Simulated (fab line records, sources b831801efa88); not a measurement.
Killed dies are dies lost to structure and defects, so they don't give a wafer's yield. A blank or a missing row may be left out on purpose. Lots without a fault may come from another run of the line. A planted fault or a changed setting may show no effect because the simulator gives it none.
Chamber matching | flow gf180mcu | GF_V5_CMP_26 on cmp-02: 4 sister chambers
The step polishes, stops on SiO2, t overpolish 15 s, target thk 0 nm. 7 wafers are shown with their chamber, then 6 later ones without.

WAFERS WITH THEIR CHAMBER
wafer  | chamber | time_to_endpoint_s (s) | motor_current_A (A)
L320.5 | 0       | 79                     | 10.6
L321.5 | 1       | 87                     | 10.2
L322.1 | 1       | 90                     | 10.4
L322.2 | 3       | 88                     | 11.2
L322.4 | 2       | 82                     | 10.4
L329.2 | 0       | 79                     | 10.8
L329.4 | 2       | 83                     | 11.4

WAFERS WITHOUT THEIR CHAMBER
wafer  | time_to_endpoint_s (s) | motor_current_A (A)
L334.4 | 84                     | 10.9
L334.5 | 78                     | 10.3
L334.6 | 82                     | 11.2
L335.3 | 79                     | 10.3
L335.5 | 80                     | 10.0
L335.6 | 87                     | 10.4

WHICH CHAMBER EACH WENT THROUGH
wafer  | from the rows above     | in truth
L334.4 | 2                       | 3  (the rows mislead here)
L334.5 | 0                       | 0
L334.6 | can't be placed: 2 or 0 | 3
L335.3 | 0                       | 0
L335.5 | can't be placed: 0 or 2 | 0
L335.6 | can't be placed: 1 or 3 | 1
Placed correctly: 2 of 6. Can't be placed from these rows: 3 (the true chamber is among the candidates in 2). Placed wrongly: 1.
How it was worked out, from the rows above alone: a wafer's distance from a chamber is the root of the sum, over the readings, of the square of ((its reading less the chamber's mean) divided by the reading's scatter). The wafer belongs to the nearest chamber; if the next one is less than 2 further off, it can't be placed. A chamber's mean is the mean of its shown wafers. The scatter: the root of (the sum of the squares of (reading less its chamber's mean) over the shown wafers, divided by (wafers less chambers)).
